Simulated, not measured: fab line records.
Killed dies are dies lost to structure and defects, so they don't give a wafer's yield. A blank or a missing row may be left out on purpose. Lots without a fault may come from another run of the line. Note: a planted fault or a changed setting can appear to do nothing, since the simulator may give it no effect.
Chamber matching :: flow sky130 :: 3 sister chambers for SKY_CONTACT_CVD_00 on pecvd-01
The step deposits Si3N4, target thk 75 nm. 16 wafers are shown with their chamber, then 8 later ones without.

== EACH WAFER AND ITS CHAMBER ==
wafer: L074.4
chamber: 0
heater-power-w (W): 782

wafer: L074.5
chamber: 2
heater-power-w (W): 686

wafer: L074.6
chamber: 1
heater-power-w (W): 522

wafer: L078.4
chamber: 0
heater-power-w (W): 776

wafer: L078.5
chamber: 1
heater-power-w (W): 589

wafer: L078.6
chamber: 2
heater-power-w (W): 721

wafer: L079.1
chamber: 0
heater-power-w (W): 757

wafer: L079.2
chamber: 1
heater-power-w (W): 545

wafer: L079.5
chamber: 2
heater-power-w (W): 766

wafer: L080.2
chamber: 1
heater-power-w (W): 561

wafer: L080.3
chamber: 0
heater-power-w (W): 794

wafer: L080.6
chamber: 2
heater-power-w (W): 703

wafer: L086.2
chamber: 0
heater-power-w (W): 755

wafer: L086.3
chamber: 2
heater-power-w (W): 819

wafer: L086.6
chamber: 1
heater-power-w (W): 569

wafer: L088.2
chamber: 0
heater-power-w (W): 806

SIGNATURES (means of the wafers above)
reading: heater-power-w
chamber 0: 778.33
chamber 1: 557.20
chamber 2: 739.00
scatter within a chamber: 35.2
Rule: a wafer's distance from a chamber is the root of the sum, over the readings, of the square of ((its reading less the chamber's mean) divided by the reading's scatter). The wafer belongs to the nearest chamber; if the next one is less than 2 further off, it can't be placed. The scatter is the square root of a quotient: the sum, over the shown wafers, of each reading's squared deviation from its chamber's mean, divided by wafers minus chambers.

== WAFERS WITHOUT THEIR CHAMBER ==
wafer: L088.4
heater-power-w (W): 625

wafer: L088.5
heater-power-w (W): 707

wafer: L087.2
heater-power-w (W): 628

wafer: L087.3
heater-power-w (W): 774

wafer: L087.4
heater-power-w (W): 779

wafer: L092.1
heater-power-w (W): 786

wafer: L092.2
heater-power-w (W): 726

wafer: L092.4
heater-power-w (W): 578

== CHAMBER TAKEN BY EACH ==
wafer: L088.4
from the rows above: can't be placed: 1 or 2
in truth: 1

wafer: L088.5
from the rows above: can't be placed: 2 or 0
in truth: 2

wafer: L087.2
from the rows above: can't be placed: 1 or 2
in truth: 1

wafer: L087.3
from the rows above: can't be placed: 0 or 2
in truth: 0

wafer: L087.4
from the rows above: can't be placed: 0 or 2
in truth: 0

wafer: L092.1
from the rows above: can't be placed: 0 or 2
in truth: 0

wafer: L092.2
from the rows above: can't be placed: 2 or 0
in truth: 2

wafer: L092.4
from the rows above: 1
in truth: 1
Placed correctly: 1 of 8. Unplaceable from these rows: 7, with the true chamber sitting among the candidates in 7. Number placed wrongly: 0.
